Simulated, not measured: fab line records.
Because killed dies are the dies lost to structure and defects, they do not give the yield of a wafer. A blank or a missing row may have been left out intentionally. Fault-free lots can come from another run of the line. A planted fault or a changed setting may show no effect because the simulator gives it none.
fab line records	flow sky130
record: lots: 24	wafers: 72	lastDay: 50
route steps=708 shown VIA1@471 CAPM@549 CAP2M@616 VIA4@656 METAL5@661
lots with no fault: from the same line, run without faults
startH: the number of hours between the record's first day and the start of the first shown wafer of the lot	waitH: hours from the lot's prior step to this one	" as in the row above	L1.1+2: one row covering several wafers at once	- no value, or no start was given	* or withheld: withheld	< > ~ a bound
route shown NAME@n: NAME is a module with steps in the file, n the number in the route of the first one	usual: mean and standard deviation over wafers with no fault	same: alike in all rows	chamber/n: place in a boat	sites: the reading at each site	_std_site: the values' standard deviation	_edge_site: the outer-site mean with the inner-site mean subtracted	radiusMm: for every site, how far away it sits from the centre of the wafer	mask NAME#n: copy n	behind: tool/chamber where the wafer was last shaped	hold: the reason the lot was held/the length of the hold in hours/how it ended	device: names the non-switching transistor (n, p or np)	end of line: the route-end tests of the same wafers	a step with no rows: only its recipe	killed: the dies lost at the first sort to structure and to defects; this is not the yield of the wafer	map: a wafer's dies, x killed, . not, _ none there
set.NAME: the setting the step ran with; set.NAME@STEP: the setting that earlier step ran with	model.NAME: the simulator's own value behind a step, which no gauge read
route steps across a sampled set of lots; one table per step, one row per wafer
services: from which hour (startH, from the record's first day; less than 0 if before it) a tool's chamber was out of use, for how many hours, and why
== steps ==
step: SKY_VIA1_OVL_MEAS_13
usual: VIA1_OVL: 2/5.5
lot.wafer	tool	chamber	startH	waitH	VIA1_OVL[nm]
L075.2	overlay-01	-	801.26	0.1	5
L075.3	"	-	"	"	-3
L075.6	"	-	"	"	5
L074.1	overlay-02	-	802.98	0.1	5
L074.2	"	-	"	"	7
L074.5	"	-	"	"	5
L077.1	overlay-02	-	815.63	0.1	-4
L077.2	"	-	"	"	6
L077.3	"	-	"	"	-4
L076.1	overlay-01	-	816.76	0.1	4
L076.2	"	-	"	"	-1
L076.6	"	-	"	"	-2
L078.2	overlay-01	-	823.84	0.1	3
L078.4	"	-	"	"	0
L078.5	"	-	"	"	-2
L079.2	overlay-01	-	839.89	0.1	7
L079.3	"	-	"	"	4
L079.5	"	-	"	"	1
L081.2	overlay-01	-	845.49	0.1	-14
L081.4	"	-	"	"	-10
L081.5	"	-	"	"	-4
L080.3	overlay-02	-	848.32	0.1	17
L080.4	"	-	"	"	10
L080.5	"	-	"	"	11
L082.3	overlay-02	-	853.60	0.1	-7
L082.4	"	-	"	"	-6
L082.6	"	-	"	"	-1
L083.1	overlay-01	-	863.58	0.1	-5
L083.2	"	-	"	"	-1
L083.6	"	-	"	"	1
L084.1	overlay-01	-	869.63	0.1	4
L084.4	"	-	"	"	-3
L084.6	"	-	"	"	-1
L085.4	overlay-02	-	872.85	0.1	0
L085.5	"	-	"	"	-4
L085.6	"	-	"	"	3
L086.2	overlay-01	-	885.31	0.1	-5
L086.4	"	-	"	"	5
L086.5	"	-	"	"	2
L087.1	overlay-02	-	893.83	0.1	2
L087.2	"	-	"	"	1
L087.4	"	-	"	"	9
L088.1	overlay-01	-	905.91	0.1	-1
L088.3	"	-	"	"	2
L088.5	"	-	"	"	-3
L089.1	overlay-02	-	907.41	0.1	2
L089.4	"	-	"	"	4
L089.6	"	-	"	"	2
L090.3	overlay-01	-	913.42	0.1	12
L090.4	"	-	"	"	17
L090.5	"	-	"	"	11
L091.4	overlay-02	-	919.28	0.1	-1
L091.5	"	-	"	"	-5
L091.6	"	-	"	"	-4
L092.3	overlay-02	-	919.62	0.1	6
L092.4	"	-	"	"	7
L092.6	"	-	"	"	-3
L093.1	overlay-01	-	929.14	0.1	2
L093.4	"	-	"	"	4
L093.5	"	-	"	"	13
L094.3	overlay-01	-	932.19	0.1	-3
L094.5	"	-	"	"	-10
L094.6	"	-	"	"	-6
L095.3	overlay-02	-	936.72	0.1	6
L095.4	"	-	"	"	5
L095.5	"	-	"	"	3
L096.1	overlay-01	-	942.91	0.1	1
L096.3	"	-	"	"	-1
L096.4	"	-	"	"	-3
L097.1	overlay-02	-	954.08	0.1	-5
L097.2	"	-	"	"	-2
L097.3	"	-	"	"	6
step: SKY_CAPM_OVL_MEAS_12
usual: CAPM_OVL: -1.1/1.4
lot.wafer	tool	chamber	startH	waitH	CAPM_OVL[nm]
L075.2	overlay-01	-	883.52	0.1	0.7
L075.3	"	-	"	"	-0.6
L075.6	"	-	"	"	0.1
L074.1	overlay-02	-	884.62	0.1	-2.6
L074.2	"	-	"	"	-1.5
L074.5	"	-	"	"	-0.9
L077.1	overlay-01	-	897.22	0.1	-0.3
L077.2	"	-	"	"	-0.1
L077.3	"	-	"	"	-1.7
L076.1	overlay-01	-	898.32	0.1	-3.8
L076.2	"	-	"	"	-2.8
L076.6	"	-	"	"	-1.8
L078.2	overlay-02	-	905.82	0.1	1.4
L078.4	"	-	"	"	-1.8
L078.5	"	-	"	"	-0.8
L079.2	overlay-02	-	920.77	0.1	0.9
L079.3	"	-	"	"	-0.4
L079.5	"	-	"	"	-0.1
L081.2	overlay-01	-	926.17	0.1	-1.8
L081.4	"	-	"	"	-0.5
L081.5	"	-	"	"	-0.3
L080.3	overlay-02	-	929.17	0.1	-3.4
L080.4	"	-	"	"	-2.9
L080.5	"	-	"	"	-3.9
L082.3	overlay-02	-	934.27	0.1	1.2
L082.4	"	-	"	"	0.1
L082.6	"	-	"	"	1.0
L083.1	overlay-02	-	943.27	0.1	-1.5
L083.2	"	-	"	"	-2.4
L083.6	"	-	"	"	-3.0
L084.1	overlay-02	-	949.62	0.1	0.8
L084.4	"	-	"	"	0.1
L084.6	"	-	"	"	0.2
L085.4	overlay-01	-	950.23	0.1	-2.6
L085.5	"	-	"	"	-2.4
L085.6	"	-	"	"	-2.9
L086.2	overlay-01	-	964.62	0.1	-3.3
L086.4	"	-	"	"	-3.3
L086.5	"	-	"	"	-3.1
L087.1	overlay-01	-	972.72	0.1	0.4
L087.2	"	-	"	"	-0.4
L087.4	"	-	"	"	-0.2
L088.1	overlay-01	-	983.77	0.1	-1.1
L088.3	"	-	"	"	1.3
L088.5	"	-	"	"	0.2
L089.1	overlay-02	-	985.37	0.1	-0.7
L089.4	"	-	"	"	0.0
L089.6	"	-	"	"	-1.4
L090.3	overlay-02	-	992.48	0.1	-2.7
L090.4	"	-	"	"	-3.9
L090.5	"	-	"	"	-4.2
L091.4	overlay-01	-	996.39	0.1	-0.5
L091.5	"	-	"	"	-1.1
L091.6	"	-	"	"	-1.9
L092.3	overlay-01	-	997.48	0.1	-0.8
L092.4	"	-	"	"	0.0
L092.6	"	-	"	"	-1.8
L093.1	overlay-02	-	1006.52	0.1	-2.9
L093.4	"	-	"	"	-0.9
L093.5	"	-	"	"	-2.5
L094.3	overlay-02	-	1008.13	0.1	-1.0
L094.5	"	-	"	"	-1.0
L094.6	"	-	"	"	-0.8
L095.3	overlay-01	-	1011.93	0.1	0.5
L095.4	"	-	"	"	-0.5
L095.5	"	-	"	"	0.1
L096.1	overlay-01	-	1018.92	0.1	-1.6
L096.3	"	-	"	"	-1.0
L096.4	"	-	"	"	-2.0
L097.1	overlay-01	-	1029.62	0.1	-1.7
L097.2	"	-	"	"	-0.4
L097.3	"	-	"	"	-2.1
step: SKY_CAP2M_METAL_ETCH_13
recipe: targetDepthNm: 220	stopOn: SiO2	chemistry: Cl2/BCl3	target: TiN	pressureMtorr: 10	icpW: 900	biasW: 48.5	Cl2_flow_sccm: 60	bcl3FlowSccm: 30	timeS: 62.9
usual: drypumpMotorCurrentA: 5.6/0.54	oesProductAu: 0.941/0.0074	throttleValvePct: 21.902/0.011
lot.wafer	tool	chamber	startH	waitH	drypumpMotorCurrentA	oesProductAu	rfHoursCounterH	throttleValvePct
L075.2	rieMetal-03	1	961.58	0.0	5.1	0.954	4	21.888
L075.3	"	1	"	"	5.1	0.958	-	21.888
L075.6	"	0	"	"	5.6	0.951	-	21.885
L074.1	rieMetal-04	0	962.25	0.0	4.8	0.950	5	21.904
L074.2	"	1	"	"	6.4	0.950	7	21.886
L074.5	"	0	"	"	4.8	0.946	-	21.912
L077.1	rieMetal-01	0	974.86	0.0	5.7	0.929	10	21.897
L077.2	"	1	"	"	5.9	0.937	9	21.895
L077.3	"	0	"	"	5.7	0.933	-	21.914
L076.1	rieMetal-03	1	976.30	0.0	5.1	0.931	5	21.913
L076.2	"	0	"	"	5.6	0.935	13	21.919
L076.6	"	1	"	"	5.1	0.943	-	21.903
L078.2	rieMetal-04	1	982.56	0.0	6.5	0.942	8	21.898
L078.4	"	1	"	"	6.5	0.934	-	21.909
L078.5	"	0	"	"	4.8	0.935	-	21.922
L079.2	rieMetal-01	1	997.98	0.0	5.9	0.936	10	21.882
L079.3	"	0	"	"	5.7	0.934	-	21.898
L079.5	"	0	"	"	5.7	0.943	-	21.885
L081.2	rieMetal-01	0	1001.20	0.0	5.7	0.936	12	21.923
L081.4	"	0	"	"	5.7	0.932	-	21.911
L081.5	"	0	"	"	5.7	0.950	-	21.898
L080.3	rieMetal-01	0	1005.23	0.0	5.7	0.946	-	21.901
L080.4	"	1	"	"	5.9	0.950	-	21.908
L080.5	"	1	"	"	5.9	0.947	-	21.892
L082.3	rieMetal-01	1	1010.73	0.0	5.8	0.936	-	21.884
L082.4	"	0	"	"	5.7	0.942	-	21.910
L082.6	"	0	"	"	5.7	0.929	-	21.900
L083.1	rieMetal-01	0	1018.41	0.0	5.7	0.935	13	21.912
L083.2	"	1	"	"	5.9	0.952	11	21.889
L083.6	"	1	"	"	5.9	0.932	-	21.900
L084.1	rieMetal-01	1	1025.31	0.0	5.8	0.940	12	21.899
L084.4	"	0	"	"	5.7	0.942	-	21.902
L084.6	"	0	"	"	5.7	0.941	-	21.916
L085.4	rieMetal-04	0	1025.98	0.0	4.8	0.943	-	21.890
L085.5	"	0	"	"	4.8	0.950	-	21.890
L085.6	"	1	"	"	6.5	0.948	-	21.901
L086.2	rieMetal-04	0	1039.91	0.0	4.7	0.936	9	21.911
L086.4	"	0	"	"	4.8	0.932	-	21.906
L086.5	"	0	"	"	4.8	0.947	-	21.901
L087.1	rieMetal-04	0	1048.01	0.0	4.8	0.942	9	21.911
L087.2	"	1	"	"	6.5	0.949	12	21.888
L087.4	"	0	"	"	4.8	0.949	-	21.910
L088.1	rieMetal-03	0	1057.35	0.0	5.6	0.936	18	21.900
L088.3	"	0	"	"	5.6	0.944	-	21.903
L088.5	"	0	"	"	5.6	0.939	-	21.919
L089.1	rieMetal-04	1	1057.88	0.0	6.5	0.951	12	21.887
L089.4	"	1	"	"	6.5	0.930	-	21.896
L089.6	"	0	"	"	4.8	0.934	-	21.904
L090.3	rieMetal-01	1	1065.68	0.0	5.9	0.946	-	21.886
L090.4	"	0	"	"	5.7	0.949	-	21.900
L090.5	"	0	"	"	5.7	0.944	-	21.892
L091.4	rieMetal-03	1	1069.13	0.0	5.1	0.947	-	21.904
L091.5	"	1	"	"	5.1	0.938	-	21.899
L091.6	"	0	"	"	5.6	0.938	-	21.942
L092.3	rieMetal-01	1	1070.68	0.0	5.9	0.952	-	21.904
L092.4	"	0	"	"	5.7	0.951	-	21.893
L092.6	"	0	"	"	5.7	0.944	-	21.899
L093.1	rieMetal-03	0	1078.31	0.0	5.6	0.937	19	21.899
L093.4	"	1	"	"	5.1	0.929	-	21.918
L093.5	"	1	"	"	5.1	0.923	-	21.909
L094.3	rieMetal-04	1	1080.37	0.0	6.5	0.940	-	21.904
L094.5	"	0	"	"	4.8	0.932	-	21.907
L094.6	"	1	"	"	6.5	0.956	-	21.907
L095.3	rieMetal-03	1	1083.78	0.0	5.1	0.953	-	21.898
L095.4	"	0	"	"	5.6	0.942	-	21.909
L095.5	"	1	"	"	5.1	0.941	-	21.890
L096.1	rieMetal-01	0	1090.41	0.0	5.7	0.934	16	21.914
L096.3	"	1	"	"	5.9	0.938	-	21.904
L096.4	"	0	"	"	5.7	0.934	-	21.917
L097.1	rieMetal-04	0	1099.26	0.0	4.8	0.938	13	21.882
L097.2	"	1	"	"	6.5	0.943	16	21.893
L097.3	"	0	"	"	4.8	0.954	-	21.897
step: SKY_VIA4_SPUTTER_17
recipe: material: TiN	targetThkNm: 20	chamberPressurePa: 5	powerW: 4000	timeS: 80
usual: throttleValvePct: 29.9/1.1
lot.wafer	tool	chamber	startH	waitH	throttleValvePct
L075.2	pvdSputter-02	-	1011.75	0.0	28.2
L075.3	"	-	"	"	31.9
L075.6	"	-	"	"	29.2
L074.1	pvdSputter-01	-	1012.43	0.0	29.7
L074.2	"	-	"	"	29.6
L074.5	"	-	"	"	28.8
L077.1	pvdSputter-01	-	1025.12	0.0	29.0
L077.2	"	-	"	"	30.1
L077.3	"	-	"	"	29.7
L076.1	pvdSputter-01	-	1026.36	0.0	29.7
L076.2	"	-	"	"	28.8
L076.6	"	-	"	"	29.8
L078.2	pvdSputter-02	-	1031.69	0.0	29.4
L078.4	"	-	"	"	31.9
L078.5	"	-	"	"	28.5
L079.2	pvdSputter-03	-	1048.52	0.0	31.4
L079.3	"	-	"	"	28.6
L079.5	"	-	"	"	29.9
L081.2	pvdSputter-02	-	1051.21	0.0	32.1
L081.4	"	-	"	"	32.1
L081.5	"	-	"	"	28.8
L080.3	pvdSputter-02	-	1054.29	0.0	28.5
L080.4	"	-	"	"	29.0
L080.5	"	-	"	"	32.0
L082.3	pvdSputter-01	-	1059.90	0.0	28.9
L082.4	"	-	"	"	29.9
L082.6	"	-	"	"	29.7
L083.1	pvdSputter-03	-	1066.57	0.0	28.4
L083.2	"	-	"	"	31.0
L083.6	"	-	"	"	29.8
L084.1	pvdSputter-01	-	1072.71	0.0	29.1
L084.4	"	-	"	"	30.5
L084.6	"	-	"	"	29.3
L085.4	pvdSputter-03	-	1074.01	0.0	30.0
L085.5	"	-	"	"	28.7
L085.6	"	-	"	"	29.8
L086.2	pvdSputter-03	-	1086.33	0.0	29.9
L086.4	"	-	"	"	30.9
L086.5	"	-	"	"	31.4
L087.1	pvdSputter-03	-	1094.17	0.0	31.0
L087.2	"	-	"	"	28.4
L087.4	"	-	"	"	31.2
L088.1	pvdSputter-03	-	1101.82	0.0	28.6
L088.3	"	-	"	"	29.7
L088.5	"	-	"	"	28.6
L089.1	pvdSputter-01	-	1103.51	0.0	30.0
L089.4	"	-	"	"	29.9
L089.6	"	-	"	"	28.9
L090.3	pvdSputter-03	-	1110.89	0.0	30.0
L090.4	"	-	"	"	31.0
L090.5	"	-	"	"	31.4
L091.4	pvdSputter-03	-	1113.56	0.0	31.2
L091.5	"	-	"	"	31.4
L091.6	"	-	"	"	31.0
L092.3	pvdSputter-01	-	1114.21	0.0	30.5
L092.4	"	-	"	"	29.9
L092.6	"	-	"	"	30.4
L093.1	pvdSputter-03	-	1121.61	0.0	31.3
L093.4	"	-	"	"	28.4
L093.5	"	-	"	"	30.8
L094.3	pvdSputter-03	-	1123.26	0.0	30.8
L094.5	"	-	"	"	29.7
L094.6	"	-	"	"	31.2
L095.3	pvdSputter-02	-	1126.91	0.0	28.7
L095.4	"	-	"	"	29.3
L095.5	"	-	"	"	32.4
L096.1	pvdSputter-02	-	1132.70	0.0	28.3
L096.3	"	-	"	"	32.3
L096.4	"	-	"	"	31.9
L097.1	pvdSputter-02	-	1141.01	0.0	29.5
L097.2	"	-	"	"	29.2
L097.3	"	-	"	"	28.3
step: SKY_METAL5_SPUTTER_00
recipe: material: Ti	targetThkNm: 15	powerW: 3000	timeS: 10	chamberPressurePa: 0.4
usual: throttleValvePct: 30.3/0.97
lot.wafer	tool	chamber	startH	waitH	throttleValvePct
L075.2	pvdSputter-03	-	1012.44	0.1	29.9
L075.3	"	-	"	"	31.3
L075.6	"	-	"	"	31.1
L074.1	pvdSputter-04	-	1013.12	0.2	30.5
L074.2	"	-	"	"	32.3
L074.5	"	-	"	"	30.4
L077.1	pvdSputter-04	-	1025.81	0.1	30.7
L077.2	"	-	"	"	32.2
L077.3	"	-	"	"	31.1
L076.1	pvdSputter-01	-	1027.05	0.1	29.3
L076.2	"	-	"	"	30.0
L076.6	"	-	"	"	29.1
L078.2	pvdSputter-03	-	1032.38	0.2	30.1
L078.4	"	-	"	"	28.5
L078.5	"	-	"	"	31.2
L079.2	pvdSputter-03	-	1049.34	0.1	31.0
L079.3	"	-	"	"	30.0
L079.5	"	-	"	"	31.0
L081.2	pvdSputter-01	-	1052.37	0.1	29.4
L081.4	"	-	"	"	30.0
L081.5	"	-	"	"	30.0
L080.3	pvdSputter-03	-	1054.98	0.1	30.9
L080.4	"	-	"	"	31.3
L080.5	"	-	"	"	28.1
L082.3	pvdSputter-03	-	1060.59	0.2	30.2
L082.4	"	-	"	"	31.3
L082.6	"	-	"	"	31.3
L083.1	pvdSputter-01	-	1067.26	0.1	29.8
L083.2	"	-	"	"	29.6
L083.6	"	-	"	"	30.2
L084.1	pvdSputter-01	-	1073.40	0.1	30.1
L084.4	"	-	"	"	28.8
L084.6	"	-	"	"	29.9
L085.4	pvdSputter-01	-	1074.70	0.2	30.2
L085.5	"	-	"	"	29.9
L085.6	"	-	"	"	28.9
L086.2	pvdSputter-04	-	1087.30	0.1	30.8
L086.4	"	-	"	"	31.0
L086.5	"	-	"	"	30.5
L087.1	pvdSputter-01	-	1094.87	0.2	30.1
L087.2	"	-	"	"	28.9
L087.4	"	-	"	"	30.2
L088.1	pvdSputter-01	-	1102.51	0.1	29.6
L088.3	"	-	"	"	29.9
L088.5	"	-	"	"	30.2
L089.1	pvdSputter-04	-	1104.21	0.1	30.6
L089.4	"	-	"	"	31.0
L089.6	"	-	"	"	30.7
L090.3	pvdSputter-03	-	1111.58	0.1	31.3
L090.4	"	-	"	"	30.2
L090.5	"	-	"	"	30.8
L091.4	pvdSputter-03	-	1114.25	0.2	31.1
L091.5	"	-	"	"	28.4
L091.6	"	-	"	"	31.3
L092.3	pvdSputter-01	-	1115.07	0.2	29.6
L092.4	"	-	"	"	29.8
L092.6	"	-	"	"	30.3
L093.1	pvdSputter-04	-	1122.30	0.2	30.5
L093.4	"	-	"	"	32.1
L093.5	"	-	"	"	30.0
L094.3	pvdSputter-04	-	1123.95	0.1	30.3
L094.5	"	-	"	"	32.1
L094.6	"	-	"	"	30.3
L095.3	pvdSputter-04	-	1127.60	0.2	31.1
L095.4	"	-	"	"	32.1
L095.5	"	-	"	"	32.1
L096.1	pvdSputter-01	-	1133.49	0.1	29.7
L096.3	"	-	"	"	30.1
L096.4	"	-	"	"	28.9
L097.1	pvdSputter-04	-	1141.83	0.1	30.2
L097.2	"	-	"	"	30.6
L097.3	"	-	"	"	32.2
step: SKY_METAL5_RS_MEAS_05
recipe: thkMeasGauge: four-point-probe	reads: TiN_of_METAL5_SPUTTER_04+Ti_of_METAL5_SPUTTER_03+AlCu_of_METAL5_SPUTTER_02+TiN_of_METAL5_SPUTTER_01+Ti_of_METAL5_SPUTTER_00
usual: METAL5_ALCU_RS: 0.02707/0.0003
lot.wafer	tool	chamber	startH	waitH	METAL5_ALCU_RS[ohm/sq]
L075.2	filmMetro-01	-	1012.62	0.0	0.0268
L075.3	"	-	"	"	0.0266
L075.6	"	-	"	"	0.02711
L074.1	filmMetro-03	-	1013.29	0.0	0.02726
L074.2	"	-	"	"	0.02746
L074.5	"	-	"	"	0.02745
L077.1	filmMetro-03	-	1025.98	0.0	0.02736
L077.2	"	-	"	"	0.02716
L077.3	"	-	"	"	0.02717
L076.1	filmMetro-01	-	1027.22	0.0	0.027
L076.2	"	-	"	"	0.02697
L076.6	"	-	"	"	0.02682
L078.2	filmMetro-01	-	1032.57	0.0	0.02744
L078.4	"	-	"	"	0.0269
L078.5	"	-	"	"	0.02717
L079.2	filmMetro-02	-	1049.52	0.0	0.02694
L079.3	"	-	"	"	0.02694
L079.5	"	-	"	"	0.02696
L081.2	filmMetro-03	-	1052.55	0.0	0.02702
L081.4	"	-	"	"	0.02691
L081.5	"	-	"	"	0.02717
L080.3	filmMetro-03	-	1055.19	0.1	0.0273
L080.4	"	-	"	"	0.02708
L080.5	"	-	"	"	0.02683
L082.3	filmMetro-02	-	1060.80	0.1	0.0279
L082.4	"	-	"	"	0.02765
L082.6	"	-	"	"	0.02761
L083.1	filmMetro-01	-	1067.43	0.0	0.02672
L083.2	"	-	"	"	0.02704
L083.6	"	-	"	"	0.02706
L084.1	filmMetro-03	-	1073.57	0.0	0.02743
L084.4	"	-	"	"	0.02741
L084.6	"	-	"	"	0.0272
L085.4	filmMetro-03	-	1074.93	0.1	0.0272
L085.5	"	-	"	"	0.02684
L085.6	"	-	"	"	0.0271
L086.2	filmMetro-03	-	1087.48	0.0	0.02695
L086.4	"	-	"	"	0.02661
L086.5	"	-	"	"	0.02655
L087.1	filmMetro-03	-	1095.03	0.0	0.02687
L087.2	"	-	"	"	0.02699
L087.4	"	-	"	"	0.02681
L088.1	filmMetro-01	-	1102.68	0.0	0.0273
L088.3	"	-	"	"	0.02696
L088.5	"	-	"	"	0.02676
L089.1	filmMetro-02	-	1104.37	0.0	0.02717
L089.4	"	-	"	"	0.02726
L089.6	"	-	"	"	0.02722
L090.3	filmMetro-03	-	1111.79	0.1	0.02688
L090.4	"	-	"	"	0.02703
L090.5	"	-	"	"	0.02731
L091.4	filmMetro-02	-	1114.48	0.1	0.02681
L091.5	"	-	"	"	0.02718
L091.6	"	-	"	"	0.02674
L092.3	filmMetro-02	-	1115.28	0.1	0.02716
L092.4	"	-	"	"	0.02736
L092.6	"	-	"	"	0.02747
L093.1	filmMetro-02	-	1122.47	0.0	0.02688
L093.4	"	-	"	"	0.02689
L093.5	"	-	"	"	0.02693
L094.3	filmMetro-01	-	1124.16	0.1	0.0271
L094.5	"	-	"	"	0.0267
L094.6	"	-	"	"	0.02649
L095.3	filmMetro-01	-	1127.81	0.1	0.02689
L095.4	"	-	"	"	0.02685
L095.5	"	-	"	"	0.0269
L096.1	filmMetro-02	-	1133.66	0.0	0.02699
L096.3	"	-	"	"	0.02696
L096.4	"	-	"	"	0.02672
L097.1	filmMetro-03	-	1141.99	0.0	0.02766
L097.2	"	-	"	"	0.02742
L097.3	"	-	"	"	0.02759
== services ==
tool	chamber	startH	hours	kind
rieMetal-01	1	957.15	4.1	repair
pvdSputter-04	2	983.41	-	consumableReplace:kit
pvdSputter-04	2	983.41	18.0	scheduledDown
pvdSputter-04	2	983.41	18.0	ventCycle
pvdSputter-01	-	988.23	4.8	repair
pvdSputter-01	3	1010.25	-	consumableReplace:kit
pvdSputter-01	3	1010.25	18.0	scheduledDown
pvdSputter-01	3	1010.25	18.0	ventCycle
pvdSputter-01	-	1020.37	0.7	repair
pvdSputter-04	1	1038.70	-	consumableReplace:kit
pvdSputter-04	1	1038.70	18.0	scheduledDown
pvdSputter-04	1	1038.70	18.0	ventCycle
pvdSputter-03	-	1043.48	3.4	repair
pvdSputter-04	-	1045.50	29.4	repair
rieMetal-04	0	1072.85	6.4	repair
rieMetal-01	-	1074.63	14.6	pm
pvdSputter-01	-	1112.09	0.7	repair
rieMetal-04	-	1119.07	2.8	pm
pvdSputter-03	2	1126.09	-	consumableReplace:kit
pvdSputter-03	2	1126.09	18.0	scheduledDown
pvdSputter-03	2	1126.09	18.0	ventCycle
pvdSputter-01	2	1137.86	-	consumableReplace:kit
pvdSputter-01	2	1137.86	18.0	scheduledDown
pvdSputter-01	2	1137.86	18.0	ventCycle
== key ==
fault none
